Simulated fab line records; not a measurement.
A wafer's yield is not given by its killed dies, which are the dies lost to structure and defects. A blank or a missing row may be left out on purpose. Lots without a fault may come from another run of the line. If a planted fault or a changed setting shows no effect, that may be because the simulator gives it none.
Check of tool commonality + flow gf180mcu + 42 wafers sampled across 14 lots

== REASON IT WAS OPENED ==
4 of 14 lots carry a flag on the reading HV_LDD_3_TW at GF_HV_LDD_TW_MEAS_38. Wafers without a fault read 1428, standard deviation 7.7.
Rule: a lot gets a flag if all its wafers with a number sit over 4 standard deviations from that mean, or if no wafer of it has a number. The rest of the lots are taken to be sound.

| lot  | measured     | on           | HV_LDD_3_TW, wafer by wafer | flag    |
|------|--------------|--------------|-----------------------------|---------|
| L847 | day 11 20:46 | filmMetro-01 | 1416 1424 1419              |         |
| L848 | day 12 00:52 | filmMetro-01 | 1426 1422 1428              |         |
| L849 | day 12 07:55 | filmMetro-01 | 1414 1422 1416              |         |
| L850 | day 12 15:43 | filmMetro-02 | 1419 1425 1424              |         |
| L853 | day 13 12:20 | filmMetro-01 | 1421 1415 1416              |         |
| L854 | day 14 00:37 | filmMetro-02 | 1430 1431 1425              |         |
| L855 | day 14 01:17 | filmMetro-04 | 1420 1426 1424              |         |
| L856 | day 14 06:49 | filmMetro-01 | 1426 1429 1434              |         |
| L857 | day 14 21:22 | filmMetro-01 | 1436 1425 1440              |         |
| L859 | day 15 12:25 | filmMetro-04 | 1426 1433 1431              |         |
| L864 | day 17 10:22 | filmMetro-02 | 1311 1317 1314              | FLAGGED |
| L865 | day 17 15:31 | filmMetro-01 | 1311 1312 1308              | FLAGGED |
| L866 | day 17 23:28 | filmMetro-01 | 1306 1306 1313              | FLAGGED |
| L867 | day 18 09:34 | filmMetro-02 | 1330 1335 1330              | FLAGGED |
The numbers of the flagged lots are 1316 on average: -112 against the usual, or -15 standard deviations.

== EACH LOT AND THE TOOL IT RAN ON ==
The record keeps 1 process step preceding the reading, out of 602 steps on the route. Cell contents, in order: the tool; ch with the chambers the sampled wafers went through; the start.
| lot  | flag    | GF_HV_LDD_IMPLANT_36            |
|------|---------|---------------------------------|
| L847 |         | implanter-01 ch 0, day 11 20:31 |
| L848 |         | implanter-01 ch 0, day 12 00:37 |
| L849 |         | implanter-02 ch 0, day 12 07:40 |
| L850 |         | implanter-01 ch 0, day 12 15:29 |
| L853 |         | implanter-01 ch 0, day 13 12:07 |
| L854 |         | implanter-02 ch 0, day 14 00:22 |
| L855 |         | implanter-01 ch 0, day 14 01:04 |
| L856 |         | implanter-01 ch 0, day 14 06:34 |
| L857 |         | implanter-02 ch 0, day 14 21:07 |
| L859 |         | implanter-01 ch 0, day 15 12:10 |
| L864 | FLAGGED | implanter-01 ch 0, day 17 10:07 |
| L865 | FLAGGED | implanter-01 ch 0, day 17 15:17 |
| L866 | FLAGGED | implanter-02 ch 0, day 17 23:14 |
| L867 | FLAGGED | implanter-01 ch 0, day 18 09:19 |
What is done by these steps:
- GF_HV_LDD_IMPLANT_36
- GF_HV_LDD_TW_MEAS_38

== FLAGGED AGAINST TOTAL, ONE TOOL AT A TIME (gauges that did the reading follow at the end) ==
| step                 | tool         | lots run | flagged | share of the flagged lots | sound lots run after its first flagged lot |
|----------------------|--------------|----------|---------|---------------------------|--------------------------------------------|
| GF_HV_LDD_IMPLANT_36 | implanter-01 | 10       | 3       | some                      | 0                                          |
| GF_HV_LDD_IMPLANT_36 | implanter-02 | 4        | 1       | some                      | 0                                          |
| GF_HV_LDD_TW_MEAS_38 | filmMetro-01 | 8        | 2       | some                      | 0                                          |
| GF_HV_LDD_TW_MEAS_38 | filmMetro-02 | 4        | 2       | some                      | 0                                          |
| GF_HV_LDD_TW_MEAS_38 | filmMetro-04 | 2        | 0       | none                      | -                                          |

== WHAT THE TABLE PERMITS ==
No row of the table ran every flagged lot.

== WHAT WAS PUT IN BY THE SIMULATOR ==
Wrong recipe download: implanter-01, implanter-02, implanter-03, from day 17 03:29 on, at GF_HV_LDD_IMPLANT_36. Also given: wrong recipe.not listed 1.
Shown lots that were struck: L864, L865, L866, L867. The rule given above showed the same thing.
